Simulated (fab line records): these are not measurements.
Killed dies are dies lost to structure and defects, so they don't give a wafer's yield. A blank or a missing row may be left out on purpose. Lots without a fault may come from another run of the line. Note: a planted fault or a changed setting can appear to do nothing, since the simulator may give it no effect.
Struck lot and sound lot, side by side | flow sky130 | 42 steps out of a route of 708
Sound: the wafers L345.1, L345.2, L345.4. Wafers struck: L355.3, L355.4, L355.6. The cause comes at the end.
Each step with rows lists, per side, the tool, then ch with its chambers, then its first start. Under that, the readings that differ: sound wafers | struck wafers | difference of the means | sigmas: that difference in standard deviations of wafers without a fault.
alike: same words and numbers on both sides, and readings whose means sit less than 2 such deviations apart. not compared: any withheld reading, any reading some wafer has no value for, any bound like >300 that may hide the same value, and any number with overlapping values for which the record gives no deviation.
A row with sigmas, a row that says differs or no value, or rows on one side alone: a step with any of these is where the two part. Numbers that have no deviation but don't overlap get no sigmas and don't part them. Lack of a reading on every wafer of one side parts them only where that side has two or more wafers.

first, 5 steps without rows for these wafers: SKY_GATE_OXIDE_COAT_05 (resist thk 1140 nm); SKY_GATE_OXIDE_SOFTBAKE_06 (time 60 s); SKY_GATE_OXIDE_EXPOSE_07 (exposes mask LVOM, target cd 600 nm); SKY_GATE_OXIDE_PEB_08; SKY_GATE_OXIDE_DEVELOP_09 (develop time 60 s).
SKY_GATE_OXIDE_OVL_MEAS_10:
  struck on overlay-01, day 17 22:41; sound on overlay-01, day 14 07:53
  reading             | sound          | struck      | difference | sigmas
  GATE_OXIDE_OVL (nm) | -1.8 -2.8 -0.8 | 2.1 1.6 1.6 | +3.6       | +2
then, 2 steps without rows for these wafers: SKY_GATE_OXIDE_IMPLANT_11; SKY_GATE_OXIDE_WET_ETCH_12 (etches SiO2 in dHF, target depth 16.8 nm, time 336 s).
SKY_GATE_OXIDE_STRIP_13: strips in O2/N2.
  sound on plasma-asher-01 ch 0,1, day 14 08:10; struck on plasma-asher-03 ch 0,1, day 17 23:06
  alike: drypump-motor-current-A, oes-product-au, strip-time-to-endpoint-s
  not compared: rf-hours-counter-h
SKY_GATE_OXIDE_TW_MEAS_14:
  struck on film-metro-03, day 17 23:11; sound on film-metro-01, day 14 08:16
  alike: GATE_OXIDE_TW
then, 2 steps without rows for these wafers: SKY_GATE_OXIDE_CLEAN_15 (cleans in SC1/SC2, time 150 s); SKY_GATE_OXIDE_OXIDATION_16 (stabilise 600 s, purge 300 s, target thk 3.57 nm).
SKY_POLY_GATE_CVD_00: deposits poly-Si, target thk 180 nm, time 720 s.
  sound on lpcvd-01 ch 1, day 14 10:38; struck on lpcvd-01 ch 0, day 18 01:22
  reading                                       | sound             | struck            | difference | sigmas
  spike-tc-bottom-C (C)                         | 641.5 639.0 640.9 | 633.5 635.2 634.0 | -6.2       | -5
  spike-tc-centre-C (C)                         | 621.5 619.8 620.0 | 611.5 611.1 611.3 | -9.1       | -9
  spike-tc-lower-C (C)                          | 621.4 622.2 620.5 | 612.6 612.5 614.3 | -8.2       | -8
  spike-tc-top-C (C)                            | 636.1 636.9 639.0 | 631.4 633.6 629.7 | -5.8       | -3
  spike-tc-upper-C (C)                          | 621.7 619.5 620.9 | 611.1 614.4 612.5 | -8.0       | -8
  model.poly-Si_of_POLY_GATE_CVD_00.thk-nm (nm) | 177 176 176.6     | 145.4 145.9 147.1 | -30.4      |
  alike: susceptor-temp-C, zone-power-upper-pct
SKY_POLY_GATE_THK_MEAS_01:
  struck on film-metro-03, day 18 02:35; sound on film-metro-04, day 14 12:26
  reading                   | sound             | struck            | difference | sigmas
  POLY_GATE_CVD_00_THK (nm) | 177.1 175.9 176.6 | 145.4 145.9 147.0 | -30.4      | -16
then, 8 steps without rows for these wafers: SKY_RES_PROTECT_DEHYDRATE_00 (time 60 s); SKY_RES_PROTECT_HMDS_01 (prime time 60 s); SKY_RES_PROTECT_COAT_02 (resist thk 1140 nm); SKY_RES_PROTECT_SOFTBAKE_03 (time 60 s); SKY_RES_PROTECT_EXPOSE_04 (exposes mask RPM, target cd 1270 nm); SKY_RES_PROTECT_PEB_05; SKY_RES_PROTECT_DEVELOP_06 (develop time 60 s); SKY_POLY_GATE_IMPLANT_02.
SKY_RES_PROTECT_STRIP_07: strips in O2/N2.
  sound on plasma-asher-03 ch 0,1, day 15 14:49; struck on plasma-asher-02 ch 0,1, day 19 09:33
  alike: drypump-motor-current-A, oes-product-au, strip-time-to-endpoint-s
  not compared: rf-hours-counter-h
SKY_RES_PROTECT_TW_MEAS_08:
  struck on film-metro-04, day 19 09:38; sound on film-metro-03, day 15 14:55
  alike: POLY_GATE_TW
SKY_RES_PROTECT_CLEAN_09: cleans in SC1/SC2, time 150 s.
  sound on wet-bench-03 ch 0, day 15 14:59; struck on wet-bench-04 ch 2, day 19 09:41
  reading                                       | sound             | struck            | difference | sigmas
  temp-c (C)                                    | 70.27 70.13 70.14 | 69.82 69.96 69.93 | -0.28      | -2
  model.poly-Si_of_POLY_GATE_CVD_00.thk-nm (nm) | 176.4 175.4 175.9 | 144.8 145.3 146.5 | -30.4      |
  alike: bath-heat-duty-pct
then, 1 step without rows for these wafers: SKY_POLY_GATE_CVD_03 (deposits Si3N4 from DCS/NH3, target thk 75 nm, time 1290 s).
SKY_POLY_GATE_THK_MEAS_04:
  struck on film-metro-03, day 19 11:07; sound on film-metro-03, day 15 16:23
  reading                   | sound          | struck         | difference | sigmas
  POLY_GATE_CVD_03_THK (nm) | 74.2 73.6 73.5 | 75.6 75.6 76.3 | +2.1       | +3
then, 8 steps without rows for these wafers: SKY_POLY_GATE_DEHYDRATE_05 (time 60 s); SKY_POLY_GATE_HMDS_06 (prime time 60 s); SKY_POLY_GATE_COAT_07 (resist thk 110 nm); SKY_POLY_GATE_COAT_08 (resist thk 450 nm); SKY_POLY_GATE_SOFTBAKE_09 (time 90 s); SKY_POLY_GATE_EXPOSE_10 (exposes mask P1M, target cd 150 nm); SKY_POLY_GATE_PEB_11; SKY_POLY_GATE_DEVELOP_12 (develop time 60 s).
SKY_POLY_GATE_CD_MEAS_13 targets a cd of 150 nm.
  struck on cd-sem-02, day 20 18:13; sound on cd-sem-02, day 16 20:25
  alike: cd-nm
SKY_POLY_GATE_OVL_MEAS_14:
  struck on overlay-01, day 20 18:18; sound on overlay-01, day 16 20:32
  alike: POLY_GATE_OVL
SKY_POLY_GATE_ETCH_15: etches BARC in N2/H2, stops on SiO2, time 118.5 s, target depth 110 nm.
  sound on rie-diel-03 ch 0,1,2, day 16 20:34; struck on rie-diel-04 ch 0,1,2, day 20 18:19
  alike: drypump-motor-current-A, h2-flow-sccm, oes-product-au, throttle-valve-pct
  not compared: rf-hours-counter-h
SKY_POLY_GATE_ETCH_16: etches Si3N4 in CH3F/O2, stops on poly-Si, time 147.5 s, target depth 75 nm.
  sound on rie-diel-03 ch 0,1,2, day 16 20:40; struck on rie-diel-04 ch 0,1,2, day 20 18:24
  alike: drypump-motor-current-A, oes-product-au, throttle-valve-pct
  not compared: rf-hours-counter-h
SKY_POLY_GATE_ETCH_17: etches poly-Si in HBr/Cl2, stops on SiO2, target depth 180 nm, time 70.5 s.
  sound on rie-si-02 ch 0,2,3, day 16 20:45; struck on rie-si-01 ch 0,2,3, day 20 18:30
  reading                               | sound             | struck            | difference | sigmas
  oes-product-au (a.u.)                 | 0.975 0.967 0.976 | 0.863 0.854 0.862 | -0.113     | -14
  model.etch.depth-nm (nm)              | 174.2 175.4 175.9 | 144.8 145.3 146.5 | -29.6      |
  model.POLY_GATE.feature-depth-nm (nm) | 174.2 175.4 175.9 | 144.8 145.3 146.5 | -29.6      |
  alike: drypump-motor-current-A, throttle-valve-pct
  not compared: rf-hours-counter-h
SKY_POLY_GATE_STRIP_18: strips in O2/N2.
  sound on plasma-asher-01 ch 0,1, day 16 20:49; struck on plasma-asher-04 ch 0,1, day 20 18:35
  alike: drypump-motor-current-A, oes-product-au, strip-time-to-endpoint-s
  not compared: rf-hours-counter-h
-- record jumps: 28 days separate the struck wafers' starts on either side; left off in module POLY_GATE, taken up again in module PAD_OPEN, whose first shown step is the route's number 708 --
SKY_PAD_OPEN_PROBE_99:
  struck on prober-02, day 48 17:04; sound on prober-01, day 46 07:42
  reading                             | sound             | struck            | difference | sigmas
  model.etest.res-high-po.line-ohm-um | 778.6 764.3 763.7 | 900.6 931.7 895.9 | +140.5     |
  model.etest.res-poly.line-ohm-um    | 521.9 522.2 525.2 | 626 645.5 612.1   | +105       |
  model.etest.tip-sonos.rs-ohm-sq     | 2662 2657 2663    | 2637 2586 2643    | -39        |
  model.etest.res-high-po.rs-ohm-sq   | 275 264.6 273.1   | 319.7 318.8 310.1 | +45.3      |
  model.etest.res-poly.rs-ohm-sq      | 49.92 49.23 50.1  | 59.5 59.2 57.77   | +9.1       |
  model.etest.cap-li-to-poly.c-af-um2 | 96.34 99.18 99.86 | 89.38 89.51 91.28 | -8.40      |
  alike: killed_at_M0_to_M3, killed_at_M4_up, killed-at-contacts, killed-at-front-end, killed-at-other, killed-dies, killed-open, killed-short

== WHERE THEY PART ==
At SKY_GATE_OXIDE_OVL_MEAS_10 first; at SKY_POLY_GATE_ETCH_17 last (within this record only). Later steps at which nothing parts them and some readings are alike: SKY_POLY_GATE_STRIP_18, SKY_PAD_OPEN_PROBE_99.

WHY: what the simulator had put in
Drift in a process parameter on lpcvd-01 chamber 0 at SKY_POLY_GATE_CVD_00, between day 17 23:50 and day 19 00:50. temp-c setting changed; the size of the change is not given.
